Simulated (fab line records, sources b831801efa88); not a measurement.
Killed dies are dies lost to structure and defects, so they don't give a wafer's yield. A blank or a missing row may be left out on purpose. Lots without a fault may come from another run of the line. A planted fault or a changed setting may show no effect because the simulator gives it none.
A struck lot beside a sound one | flow sky130 | 14 steps out of a route of 708
Sound: wafers L317.1, L317.4, L317.5. Struck: wafers L311.1, L311.4, L311.5. The cause comes at the end.
At each step with rows: each side's tool, then ch and its chambers, then its first start. Under that, the readings that differ: sound wafers | struck wafers | difference of the means | sigmas: that difference in standard deviations of wafers without a fault.
alike: readings whose means differ by less than 2 such deviations, and words and numbers that are the same on both sides. not compared: withheld readings, readings that some wafer has no value for, bounds like >300 that may hide the same value, and numbers for which the record gives no deviation and whose values overlap.
The two part at a step that has a row with sigmas, a row that says differs or no value, or rows on one side only. Numbers that don't overlap but have no deviation are shown without sigmas and don't part them. A reading that every wafer of one side lacks parts them only if that side has two wafers or more.

SKY_LOCAL_INTERCONNECT_CD_MEAS_11: target cd 170 nm.
  sound on cd_sem-02, day 36 23:18; struck on cd_sem-02, day 34 08:57
  alike: cd_nm
SKY_LOCAL_INTERCONNECT_OVL_MEAS_12:
  sound on overlay-02, day 36 23:25; struck on overlay-01, day 34 09:04
  alike: LOCAL_INTERCONNECT_OVL
SKY_LOCAL_INTERCONNECT_ETCH_13: etches BARC in N2/H2, stops on SiO2, time 45.9 s, target depth 60 nm.
  sound on rie_metal-01 ch 1, day 36 23:28; struck on rie_metal-04 ch 0, day 34 09:07
  reading            | sound             | struck            | difference | sigmas
  rf_fwd_power_W (W) | 495.7 498.1 495.2 | 490.8 490.2 492.3 | -5.2       | -2
  alike: drypump_motor_current_A, oes_product_au, throttle_valve_pct
  not compared: rf_hours_counter_h
SKY_LOCAL_INTERCONNECT_METAL_ETCH_14: etches TiN in Cl2/BCl3, stops on PSG, target depth 110 nm, time 31.4 s.
  sound on rie_metal-01 ch 1, day 36 23:31; struck on rie_metal-04 ch 0, day 34 09:10
  reading            | sound       | struck      | difference | sigmas
  rf_fwd_power_W (W) | 893 892 894 | 873 877 879 | -17        | -3
  alike: drypump_motor_current_A, mfc_cl2_sccm, oes_product_au, throttle_valve_pct
  not compared: rf_hours_counter_h
SKY_LOCAL_INTERCONNECT_STRIP_15: strips in O2/N2.
  sound on plasma_asher-02 ch 0,1, day 36 23:34; struck on plasma_asher-03 ch 0,1, day 34 09:13
  alike: drypump_motor_current_A, oes_product_au, strip_time_to_endpoint_s
  not compared: rf_hours_counter_h
then, 3 steps without rows for these wafers: SKY_LOCAL_INTERCONNECT_STRIP_16 (strips in post etch residue remover, time 1200 s); SKY_LOCAL_INTERCONNECT_CLEAN_17 (cleans in IPA, time 180 s); SKY_LOCAL_INTERCONNECT_CLEAN_18 (cleans in O3/DIW).
SKY_CONTACT_CVD_00: deposits Si3N4, target thk 75 nm.
  sound on pecvd-03 ch 0,2, day 37 00:10; struck on pecvd-04 ch 0,1,2, day 34 09:49
  alike: heater_power_w, rf_fwd_power_W
SKY_CONTACT_THK_MEAS_01:
  sound on film_metro-02, day 37 00:12; struck on film_metro-01, day 34 09:51
  alike: CONTACT_CVD_00_THK
then, 1 step without rows for these wafers: SKY_CONTACT_HDPCVD_02 (deposits SiO2, target thk 565 nm, time 94.2 s).
SKY_CONTACT_THK_MEAS_03:
  sound on film_metro-03, day 37 00:20; struck on film_metro-03, day 34 09:59
  alike: CONTACT_HDPCVD_THK
SKY_CONTACT_CMP_04: polishes SiO2.
  sound on cmp-01 ch 2,3, day 37 00:23; struck on cmp-01 ch 0,2,3, day 34 10:02
  no value came back on the struck wafers for edge_zone_pressure_frac, head_pressure_psi (psi), motor_current_A (A), time_to_endpoint_s (s); on the sound wafers edge_zone_pressure_frac reads 1.000 0.997 0.990
  reading                                     | sound           | struck          | difference | sigmas
  model.SiO2_of_CONTACT_HDPCVD_02.thk_nm (nm) | 338.2 341 338.5 | 562 559.6 562.4 | +222       |
SKY_CONTACT_BOW_MEAS_05:
  sound on film_metro-02, day 37 00:41; struck on film_metro-02, day 34 10:37
  reading          | sound    | struck | difference                    | sigmas
  CONTACT_BOW (um) | 78 78 68 | - - -  | no value on the struck wafers |
  not compared: hold

WHERE THEY PART
First at SKY_LOCAL_INTERCONNECT_ETCH_13; last, within this record, at SKY_CONTACT_BOW_MEAS_05.

WHY: what the simulator had put in
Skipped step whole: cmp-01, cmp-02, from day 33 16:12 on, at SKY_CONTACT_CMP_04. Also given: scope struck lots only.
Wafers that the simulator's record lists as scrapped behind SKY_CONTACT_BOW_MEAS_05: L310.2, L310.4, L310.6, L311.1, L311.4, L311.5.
